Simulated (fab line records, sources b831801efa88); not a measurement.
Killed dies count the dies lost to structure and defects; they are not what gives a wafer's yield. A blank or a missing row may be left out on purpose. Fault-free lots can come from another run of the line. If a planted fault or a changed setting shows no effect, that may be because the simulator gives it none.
fab line records	flow sky130
record lots=24	wafers=72	lastDay=51
route steps=708 shown FIELD_ISO@5 POLY_GATE@235 VIA1@461 VIA3@589 METAL5@662
lots that met no fault: taken from a fault-free run of the same line
startH: hours from the record's first day to the start of the lot's first wafer shown	waitH: hours from the lot's prior step to this one	" the same as in the row above	L1.1+2: one row covering several wafers at once	- either no value or no given start	* or withheld: withheld	< > ~ a bound
route shown NAME@n: NAME is a module with steps in the file, n the number in the route of the first one	usual: mean/standard deviation taken from wafers without a fault	same: alike in all rows	chamber/n: place in a boat	sites: per-site readings	_std_site: the values' standard deviation	_edge_site: inner sites' mean taken away from outer sites' mean	radiusMm: how far each site lies from the wafer's centre	mask NAME#n: copy n	behind: the most recent tool/chamber to have shaped the wafer	hold: reason for holding the lot/hours on hold/outcome of the hold	device: whichever transistor did not switch (one of n, p or np)	end of line: tests of these same wafers at the route's end	a step with no rows: only its recipe	killed: not the wafer's yield, but the dies lost to structure and defects at the first sort	map: a wafer's dies, x killed, . not, _ none there
set.NAME: the setting that was run; set.NAME@STEP: the one run at that earlier step	model.NAME: the simulator's own value behind a step, which no gauge read
steps of the route over a sample of lots; a table a step, a row a wafer
services: from which hour (startH, from the record's first day; less than 0 if before it) a tool's chamber was out of use, for how many hours, and why
## steps
# step SKY_FIELD_ISO_THK_MEAS_04
# recipe reads=Si3N4_of_FIELD_ISO_CVD_03
# usual FIELD_ISO_CVD_03_THK=165.9/1.2
lot.wafer	tool	chamber	startH	waitH	FIELD_ISO_CVD_03_THK[nm]
L074.2	filmMetro-02	-	15.14	0.0	164.9
L074.3	"	-	"	"	165.0
L074.4	"	-	"	"	165.2
L075.3	filmMetro-02	-	22.79	0.0	165.0
L075.4	"	-	"	"	166.1
L075.6	"	-	"	"	165.7
L077.1	filmMetro-04	-	30.34	0.0	163.8
L077.2	"	-	"	"	164.8
L077.3	"	-	"	"	165.7
L076.2	filmMetro-02	-	30.35	0.0	166.1
L076.5	"	-	"	"	166.6
L076.6	"	-	"	"	165.5
L078.1	filmMetro-04	-	39.32	0.0	166.1
L078.4	"	-	"	"	166.1
L078.5	"	-	"	"	164.2
L079.1	filmMetro-03	-	43.16	0.0	165.8
L079.5	"	-	"	"	166.8
L079.6	"	-	"	"	167.2
L080.3	filmMetro-03	-	44.96	0.0	164.6
L080.4	"	-	"	"	164.0
L080.6	"	-	"	"	164.5
L081.1	filmMetro-03	-	50.22	0.0	166.3
L081.4	"	-	"	"	165.8
L081.6	"	-	"	"	166.7
L082.1	filmMetro-03	-	54.41	0.0	165.7
L082.2	"	-	"	"	164.9
L082.6	"	-	"	"	165.8
L083.1	filmMetro-04	-	58.48	0.0	164.4
L083.2	"	-	"	"	164.9
L083.6	"	-	"	"	164.8
L084.2	filmMetro-03	-	63.49	0.0	165.8
L084.3	"	-	"	"	164.7
L084.4	"	-	"	"	165.4
L085.2	filmMetro-03	-	69.54	0.0	166.7
L085.3	"	-	"	"	166.9
L085.5	"	-	"	"	165.9
L086.4	filmMetro-03	-	76.57	0.0	166.1
L086.5	"	-	"	"	164.9
L086.6	"	-	"	"	166.6
L087.1	filmMetro-04	-	80.73	0.0	168.4
L087.4	"	-	"	"	167.5
L087.5	"	-	"	"	166.9
L088.1	filmMetro-02	-	85.64	0.0	166.8
L088.3	"	-	"	"	164.7
L088.4	"	-	"	"	163.9
L089.1	filmMetro-02	-	91.27	0.0	168.8
L089.5	"	-	"	"	166.4
L089.6	"	-	"	"	165.7
L090.3	filmMetro-03	-	96.69	0.0	164.8
L090.4	"	-	"	"	165.1
L090.5	"	-	"	"	164.6
L091.2	filmMetro-04	-	100.95	0.0	166.5
L091.3	"	-	"	"	166.8
L091.5	"	-	"	"	166.1
L092.1	filmMetro-02	-	106.34	0.0	164.6
L092.2	"	-	"	"	164.6
L092.6	"	-	"	"	166.8
L093.1	filmMetro-03	-	110.39	0.0	167.6
L093.5	"	-	"	"	167.0
L093.6	"	-	"	"	166.8
L094.2	filmMetro-02	-	115.80	0.0	164.9
L094.4	"	-	"	"	167.0
L094.5	"	-	"	"	165.5
L095.1	filmMetro-04	-	119.43	0.0	166.6
L095.2	"	-	"	"	166.8
L095.4	"	-	"	"	166.9
L096.1	filmMetro-02	-	124.05	0.0	168.4
L096.2	"	-	"	"	167.5
L096.5	"	-	"	"	168.3
L097.1	filmMetro-03	-	129.18	0.0	166.9
L097.2	"	-	"	"	167.5
L097.4	"	-	"	"	167.6
# step SKY_POLY_GATE_THK_MEAS_21
# recipe reads=SiO2_of_POLY_GATE_OXIDATION_20
# usual POLY_GATE_OXIDATION_THK=4.00/0.087
lot.wafer	tool	chamber	startH	waitH	POLY_GATE_OXIDATION_THK[nm]
L074.2	filmMetro-01	-	400.28	0.0	4.03
L074.3	"	-	"	"	4.00
L074.4	"	-	"	"	4.02
L075.3	filmMetro-02	-	404.60	0.0	3.92
L075.4	"	-	"	"	3.96
L075.6	"	-	"	"	4.02
L077.1	filmMetro-02	-	414.23	0.0	4.12
L077.2	"	-	"	"	4.06
L077.3	"	-	"	"	4.20
L076.2	filmMetro-01	-	419.84	0.0	3.99
L076.5	"	-	"	"	4.05
L076.6	"	-	"	"	4.03
L078.1	filmMetro-02	-	428.40	0.0	3.97
L078.4	"	-	"	"	4.08
L078.5	"	-	"	"	3.97
L079.1	filmMetro-01	-	440.18	0.0	3.83
L079.5	"	-	"	"	3.95
L079.6	"	-	"	"	3.95
L080.3	filmMetro-03	-	446.55	0.0	3.93
L080.4	"	-	"	"	3.88
L080.6	"	-	"	"	3.96
L081.1	filmMetro-01	-	453.29	0.0	3.91
L081.4	"	-	"	"	3.87
L081.6	"	-	"	"	3.85
L082.1	filmMetro-02	-	459.44	0.0	3.86
L082.2	"	-	"	"	3.89
L082.6	"	-	"	"	3.87
L083.1	filmMetro-02	-	474.90	0.0	4.01
L083.2	"	-	"	"	4.00
L083.6	"	-	"	"	3.98
L084.2	filmMetro-02	-	485.49	0.0	3.97
L084.3	"	-	"	"	3.92
L084.4	"	-	"	"	3.94
L085.2	filmMetro-01	-	496.59	0.0	3.99
L085.3	"	-	"	"	3.92
L085.5	"	-	"	"	3.98
L086.4	filmMetro-01	-	510.13	0.0	4.04
L086.5	"	-	"	"	3.95
L086.6	"	-	"	"	4.11
L087.1	filmMetro-02	-	514.85	0.0	4.04
L087.4	"	-	"	"	4.02
L087.5	"	-	"	"	3.92
L088.1	filmMetro-03	-	524.51	0.0	4.05
L088.3	"	-	"	"	3.99
L088.4	"	-	"	"	4.04
L089.1	filmMetro-01	-	528.58	0.0	3.99
L089.5	"	-	"	"	4.00
L089.6	"	-	"	"	3.92
L090.3	filmMetro-03	-	535.12	0.0	3.96
L090.4	"	-	"	"	3.89
L090.5	"	-	"	"	3.98
L091.2	filmMetro-01	-	540.15	0.0	4.04
L091.3	"	-	"	"	4.03
L091.5	"	-	"	"	3.95
L092.1	filmMetro-02	-	549.93	0.0	4.14
L092.2	"	-	"	"	4.09
L092.6	"	-	"	"	4.14
L093.1	filmMetro-02	-	557.18	0.0	3.95
L093.5	"	-	"	"	4.07
L093.6	"	-	"	"	3.99
L094.2	filmMetro-02	-	560.57	0.0	4.02
L094.4	"	-	"	"	4.07
L094.5	"	-	"	"	4.08
L096.1	filmMetro-03	-	573.13	0.0	4.18
L096.2	"	-	"	"	4.18
L096.5	"	-	"	"	4.14
L095.1	filmMetro-01	-	578.64	0.0	4.01
L095.2	"	-	"	"	4.08
L095.4	"	-	"	"	3.91
L097.1	filmMetro-03	-	583.53	0.0	3.92
L097.2	"	-	"	"	3.98
L097.4	"	-	"	"	3.96
# step SKY_VIA1_BOW_MEAS_03
# recipe mode=bow
# usual VIA1_BOW=80/6.9
lot.wafer	tool	chamber	startH	waitH	VIA1_BOW[um]
L074.2	filmMetro-01	-	799.83	0.2	84
L074.3	"	-	"	"	85
L074.4	"	-	"	"	85
L075.3	filmMetro-03	-	801.68	0.2	74
L075.4	"	-	"	"	77
L075.6	"	-	"	"	79
L077.1	filmMetro-01	-	814.13	0.2	84
L077.2	"	-	"	"	79
L077.3	"	-	"	"	77
L076.2	filmMetro-02	-	818.74	0.3	60
L076.5	"	-	"	"	78
L076.6	"	-	"	"	73
L078.1	filmMetro-03	-	823.17	0.1	90
L078.4	"	-	"	"	76
L078.5	"	-	"	"	78
L079.1	filmMetro-01	-	832.02	0.1	85
L079.5	"	-	"	"	74
L079.6	"	-	"	"	87
L080.3	filmMetro-02	-	842.59	0.1	75
L080.4	"	-	"	"	74
L080.6	"	-	"	"	82
L081.1	filmMetro-03	-	847.80	0.2	81
L081.4	"	-	"	"	81
L081.6	"	-	"	"	70
L082.1	filmMetro-01	-	852.42	0.2	76
L082.2	"	-	"	"	65
L082.6	"	-	"	"	83
L083.1	filmMetro-02	-	863.02	0.2	74
L083.2	"	-	"	"	78
L083.6	"	-	"	"	81
L084.2	filmMetro-01	-	870.86	0.2	79
L084.3	"	-	"	"	66
L084.4	"	-	"	"	75
L085.2	filmMetro-01	-	878.46	0.2	88
L085.3	"	-	"	"	73
L085.5	"	-	"	"	83
L086.4	filmMetro-02	-	892.05	0.3	80
L086.5	"	-	"	"	80
L086.6	"	-	"	"	96
L087.1	filmMetro-02	-	897.50	0.1	97
L087.4	"	-	"	"	73
L087.5	"	-	"	"	89
L088.1	filmMetro-03	-	905.87	0.2	89
L088.3	"	-	"	"	95
L088.4	"	-	"	"	79
L089.1	filmMetro-03	-	909.61	0.2	80
L089.5	"	-	"	"	88
L089.6	"	-	"	"	102
L090.3	filmMetro-01	-	910.73	0.1	79
L090.4	"	-	"	"	85
L090.5	"	-	"	"	83
L091.2	filmMetro-02	-	916.65	0.2	90
L091.3	"	-	"	"	80
L091.5	"	-	"	"	78
L092.1	filmMetro-01	-	927.58	0.2	83
L092.2	"	-	"	"	83
L092.6	"	-	"	"	72
L093.1	filmMetro-02	-	932.31	0.1	81
L093.5	"	-	"	"	77
L093.6	"	-	"	"	75
L094.2	filmMetro-03	-	935.39	0.2	78
L094.4	"	-	"	"	70
L094.5	"	-	"	"	74
L096.1	filmMetro-01	-	944.53	0.2	87
L096.2	"	-	"	"	90
L096.5	"	-	"	"	82
L095.1	filmMetro-03	-	949.38	0.2	85
L095.2	"	-	"	"	72
L095.4	"	-	"	"	83
L097.1	filmMetro-02	-	954.34	0.2	74
L097.2	"	-	"	"	89
L097.4	"	-	"	"	85
# step SKY_VIA1_OVL_MEAS_13
# usual VIA1_OVL=-3/4.3
lot.wafer	tool	chamber	startH	waitH	VIA1_OVL[nm]
L074.2	overlay-01	-	826.83	0.1	-4
L074.3	"	-	"	"	0
L074.4	"	-	"	"	-2
L075.3	overlay-01	-	828.47	0.1	-2
L075.4	"	-	"	"	-2
L075.6	"	-	"	"	-3
L077.1	overlay-01	-	840.89	0.1	5
L077.2	"	-	"	"	1
L077.3	"	-	"	"	0
L076.2	overlay-02	-	845.88	0.1	-1
L076.5	"	-	"	"	-1
L076.6	"	-	"	"	1
L078.1	overlay-02	-	849.80	0.1	-5
L078.4	"	-	"	"	-4
L078.5	"	-	"	"	2
L079.1	overlay-01	-	859.14	0.1	-1
L079.5	"	-	"	"	4
L079.6	"	-	"	"	-1
L080.3	overlay-02	-	869.39	0.1	0
L080.4	"	-	"	"	-2
L080.6	"	-	"	"	1
L081.1	overlay-02	-	874.48	0.1	0
L081.4	"	-	"	"	0
L081.6	"	-	"	"	-3
L082.1	overlay-02	-	879.38	0.1	-7
L082.2	"	-	"	"	1
L082.6	"	-	"	"	1
L083.1	overlay-02	-	889.20	0.1	-4
L083.2	"	-	"	"	2
L083.6	"	-	"	"	-1
L084.2	overlay-01	-	896.78	0.1	-1
L084.3	"	-	"	"	-11
L084.4	"	-	"	"	-7
L085.2	overlay-01	-	904.75	0.1	-6
L085.3	"	-	"	"	-1
L085.5	"	-	"	"	8
L086.4	overlay-01	-	918.21	0.1	-3
L086.5	"	-	"	"	-9
L086.6	"	-	"	"	-8
L087.1	overlay-02	-	923.78	0.1	-10
L087.4	"	-	"	"	-2
L087.5	"	-	"	"	-6
L088.1	overlay-01	-	931.64	0.1	2
L088.3	"	-	"	"	-4
L088.4	"	-	"	"	0
L089.1	overlay-02	-	935.29	0.1	-9
L089.5	"	-	"	"	-5
L089.6	"	-	"	"	-10
L090.3	overlay-02	-	936.56	0.1	1
L090.4	"	-	"	"	-8
L090.5	"	-	"	"	4
L091.2	overlay-01	-	942.18	0.1	-4
L091.3	"	-	"	"	-3
L091.5	"	-	"	"	-3
L092.1	overlay-02	-	952.54	0.1	-2
L092.2	"	-	"	"	-2
L092.6	"	-	"	"	-1
L093.1	overlay-02	-	957.45	0.1	2
L093.5	"	-	"	"	1
L093.6	"	-	"	"	-3
L094.2	overlay-01	-	959.86	0.1	-3
L094.4	"	-	"	"	-3
L094.5	"	-	"	"	-1
L096.1	overlay-01	-	969.08	0.1	-4
L096.2	"	-	"	"	-8
L096.5	"	-	"	"	-6
L095.1	overlay-02	-	974.70	0.1	-15
L095.2	"	-	"	"	-12
L095.4	"	-	"	"	-11
L097.1	overlay-02	-	979.00	0.1	0
L097.2	"	-	"	"	-3
L097.4	"	-	"	"	-1
# step SKY_VIA3_STRIP_16
# recipe chemistry=O2/N2	powerW=1400	pressureMtorr=1500	platenTempC=withheld	o2FlowSccm=3000	n2FlowSccm=300	overashFraction=0.5
# usual drypumpMotorCurrentA=5.9/0.51	oesProductAu=0.401/0.0041	stripTimeToEndpointS=4.120/0.025
lot.wafer	tool	chamber	startH	waitH	drypumpMotorCurrentA	oesProductAu	rfHoursCounterH	stripTimeToEndpointS
L074.2	plasmaAsher-04	0	963.39	0.0	6.5	0.403	19	4.151
L074.3	"	0	"	"	6.5	0.398	-	4.125
L074.4	"	1	"	"	6.3	0.401	-	4.170
L075.3	plasmaAsher-01	0	965.82	0.1	5.1	0.397	-	4.107
L075.4	"	1	"	"	5.6	0.402	-	4.121
L075.6	"	0	"	"	5.1	0.390	-	4.116
L077.1	plasmaAsher-02	0	976.68	0.0	5.5	0.400	53	4.148
L077.2	"	1	"	"	5.9	0.408	53	4.097
L077.3	"	1	"	"	5.9	0.403	-	4.091
L076.2	plasmaAsher-02	1	980.22	0.0	5.9	0.396	53	4.106
L076.5	"	0	"	"	5.5	0.402	-	4.112
L076.6	"	1	"	"	5.9	0.398	-	4.103
L078.1	plasmaAsher-01	0	984.47	0.1	5.1	0.397	87	4.119
L078.4	"	0	"	"	5.1	0.404	-	4.122
L078.5	"	0	"	"	5.2	0.399	-	4.128
L079.1	plasmaAsher-04	0	992.64	0.0	6.5	0.391	22	4.072
L079.5	"	0	"	"	6.5	0.401	-	4.127
L079.6	"	1	"	"	6.3	0.395	-	4.072
L080.3	plasmaAsher-01	0	1002.03	0.1	5.1	0.399	-	4.106
L080.4	"	1	"	"	5.6	0.399	-	4.101
L080.6	"	0	"	"	5.1	0.398	-	4.140
L081.1	plasmaAsher-02	1	1005.13	0.0	5.9	0.394	56	4.093
L081.4	"	1	"	"	5.9	0.397	-	4.114
L081.6	"	0	"	"	5.4	0.397	-	4.075
L082.1	plasmaAsher-04	1	1008.92	0.0	6.3	0.401	23	4.118
L082.2	"	0	"	"	6.5	0.398	23	4.067
L082.6	"	1	"	"	6.3	0.406	-	4.100
L083.1	plasmaAsher-04	0	1018.33	0.0	6.5	0.400	24	4.157
L083.2	"	1	"	"	6.3	0.405	24	4.159
L083.6	"	0	"	"	6.5	0.402	-	4.130
L084.2	plasmaAsher-01	1	1023.59	0.0	5.6	0.406	91	4.095
L084.3	"	1	"	"	5.6	0.401	-	4.099
L084.4	"	0	"	"	5.1	0.403	-	4.132
L085.2	plasmaAsher-01	0	1029.69	0.0	5.1	0.402	92	4.118
L085.3	"	0	"	"	5.1	0.398	-	4.137
L085.5	"	1	"	"	5.6	0.404	-	4.092
L086.4	plasmaAsher-04	1	1039.25	0.1	6.3	0.400	-	4.120
L086.5	"	0	"	"	6.5	0.392	-	4.093
L086.6	"	1	"	"	6.3	0.395	-	4.111
L087.1	plasmaAsher-02	0	1044.43	0.0	5.5	0.404	59	4.111
L087.4	"	0	"	"	5.5	0.399	-	4.097
L087.5	"	0	"	"	5.5	0.406	-	4.122
L088.1	plasmaAsher-02	1	1050.94	0.0	5.9	0.407	60	4.156
L088.3	"	1	"	"	6.0	0.396	-	4.105
L088.4	"	0	"	"	5.5	0.400	-	4.132
L089.1	plasmaAsher-02	0	1056.48	0.0	5.4	0.405	60	4.141
L089.5	"	0	"	"	5.5	0.412	-	4.171
L089.6	"	1	"	"	5.9	0.400	-	4.126
L090.3	plasmaAsher-04	1	1057.63	0.1	6.3	0.408	-	4.117
L090.4	"	0	"	"	6.5	0.407	-	4.103
L090.5	"	1	"	"	6.3	0.398	-	4.126
L091.2	plasmaAsher-04	0	1060.68	0.0	6.5	0.394	28	4.164
L091.3	"	1	"	"	6.3	0.403	-	4.114
L091.5	"	1	"	"	6.3	0.401	-	4.140
L092.1	plasmaAsher-01	0	1070.83	0.0	5.1	0.404	96	4.140
L092.2	"	1	"	"	5.6	0.396	96	4.129
L092.6	"	0	"	"	5.1	0.403	-	4.131
L093.1	plasmaAsher-01	0	1076.68	0.0	5.1	0.403	96	4.061
L093.5	"	1	"	"	5.6	0.401	-	4.071
L093.6	"	0	"	"	5.1	0.401	-	4.097
L094.2	plasmaAsher-04	1	1078.33	0.0	6.3	0.401	30	4.126
L094.4	"	0	"	"	6.5	0.408	-	4.090
L094.5	"	1	"	"	6.3	0.396	-	4.107
L096.1	plasmaAsher-04	0	1084.82	0.0	6.5	0.397	31	4.119
L096.2	"	1	"	"	6.3	0.400	31	4.106
L096.5	"	0	"	"	6.5	0.395	-	4.137
L095.1	plasmaAsher-01	1	1089.64	0.0	5.6	0.404	98	4.142
L095.2	"	0	"	"	5.1	0.403	98	4.120
L095.4	"	0	"	"	5.1	0.402	-	4.178
L097.1	plasmaAsher-04	1	1092.64	0.0	6.3	0.399	32	4.145
L097.2	"	0	"	"	6.5	0.405	32	4.106
L097.4	"	0	"	"	6.5	0.403	-	4.157
# step SKY_METAL5_SPUTTER_01
# recipe material=TiN	targetThkNm=20	powerW=6500	timeS=16.7	chamberPressurePa=0.4
# usual throttleValvePct=30.0/0.87
lot.wafer	tool	chamber	startH	waitH	throttleValvePct
L074.2	pvdSputter-02	-	1032.47	0.0	30.1
L074.3	"	-	"	"	30.7
L074.4	"	-	"	"	28.1
L075.3	pvdSputter-04	-	1034.87	0.0	30.0
L075.4	"	-	"	"	29.3
L075.6	"	-	"	"	29.9
L077.1	pvdSputter-03	-	1043.74	0.0	29.5
L077.2	"	-	"	"	30.2
L077.3	"	-	"	"	30.5
L076.2	pvdSputter-04	-	1046.26	0.0	29.1
L076.5	"	-	"	"	31.1
L076.6	"	-	"	"	30.1
L078.1	pvdSputter-02	-	1048.95	0.0	30.7
L078.4	"	-	"	"	30.1
L078.5	"	-	"	"	28.3
L079.1	pvdSputter-04	-	1060.55	0.0	30.6
L079.5	"	-	"	"	30.7
L079.6	"	-	"	"	30.0
L080.3	pvdSputter-02	-	1070.28	0.0	28.0
L080.4	"	-	"	"	28.2
L080.6	"	-	"	"	29.8
L081.1	pvdSputter-02	-	1072.19	0.0	28.5
L081.4	"	-	"	"	28.2
L081.6	"	-	"	"	30.8
L082.1	pvdSputter-04	-	1077.49	0.0	29.1
L082.2	"	-	"	"	29.9
L082.6	"	-	"	"	29.5
L083.1	pvdSputter-04	-	1087.25	0.0	30.3
L083.2	"	-	"	"	30.9
L083.6	"	-	"	"	31.3
L084.2	pvdSputter-04	-	1101.44	0.0	31.5
L084.3	"	-	"	"	30.0
L084.4	"	-	"	"	29.8
L085.2	pvdSputter-02	-	1101.78	0.0	30.3
L085.3	"	-	"	"	29.9
L085.5	"	-	"	"	29.8
L086.4	pvdSputter-02	-	1111.14	0.0	31.0
L086.5	"	-	"	"	30.1
L086.6	"	-	"	"	30.8
L087.1	pvdSputter-02	-	1115.10	0.0	30.1
L087.4	"	-	"	"	28.3
L087.5	"	-	"	"	28.0
L088.1	pvdSputter-04	-	1120.67	0.0	30.7
L088.3	"	-	"	"	31.3
L088.4	"	-	"	"	29.4
L089.1	pvdSputter-02	-	1123.85	0.0	30.6
L089.5	"	-	"	"	30.1
L089.6	"	-	"	"	30.2
L090.3	pvdSputter-02	-	1125.79	0.0	30.6
L090.4	"	-	"	"	28.1
L090.5	"	-	"	"	30.7
L091.2	pvdSputter-03	-	1129.50	0.0	30.6
L091.3	"	-	"	"	29.7
L091.5	"	-	"	"	30.6
L092.1	pvdSputter-04	-	1137.14	0.0	31.2
L092.2	"	-	"	"	30.0
L092.6	"	-	"	"	30.8
L093.1	pvdSputter-03	-	1142.25	0.0	30.0
L093.5	"	-	"	"	30.8
L093.6	"	-	"	"	30.2
L094.2	pvdSputter-02	-	1144.48	0.0	30.0
L094.4	"	-	"	"	28.0
L094.5	"	-	"	"	30.1
L096.1	pvdSputter-02	-	1151.05	0.0	28.2
L096.2	"	-	"	"	29.8
L096.5	"	-	"	"	30.9
L095.1	pvdSputter-03	-	1154.42	0.0	30.6
L095.2	"	-	"	"	30.5
L095.4	"	-	"	"	29.6
L097.1	pvdSputter-04	-	1156.67	0.0	29.4
L097.2	"	-	"	"	31.6
L097.4	"	-	"	"	29.9
## services
tool	chamber	startH	hours	kind
pvdSputter-04	-	945.86	9.6	repair
plasmaAsher-04	-	949.84	7.5	repair
pvdSputter-03	-	972.80	3.2	repair
plasmaAsher-02	-	986.59	2.8	pm
plasmaAsher-04	-	994.23	6.3	repair
pvdSputter-03	-	996.23	3.2	repair
pvdSputter-03	-	1031.74	4.6	repair
pvdSputter-02	-	1035.07	0.5	repair
pvdSputter-04	-	1045.03	1.1	repair
plasmaAsher-02	-	1049.89	0.4	repair
pvdSputter-02	2	1056.95	-	consumableReplace:kit
pvdSputter-02	2	1056.95	18.0	scheduledDown
pvdSputter-02	2	1056.95	18.0	ventCycle
plasmaAsher-02	-	1065.85	1.3	repair
pvdSputter-03	-	1066.05	5.7	repair
plasmaAsher-02	-	1067.16	6.9	repair
pvdSputter-04	-	1079.26	2.0	repair
pvdSputter-03	-	1107.05	1.1	repair
pvdSputter-04	-	1116.59	4.0	repair
pvdSputter-04	-	1122.39	1.8	repair
pvdSputter-03	-	1125.57	0.8	repair
pvdSputter-03	-	1131.26	2.5	repair
pvdSputter-02	1	1151.20	-	consumableReplace:kit
pvdSputter-02	1	1151.20	18.0	scheduledDown
## key
fault none
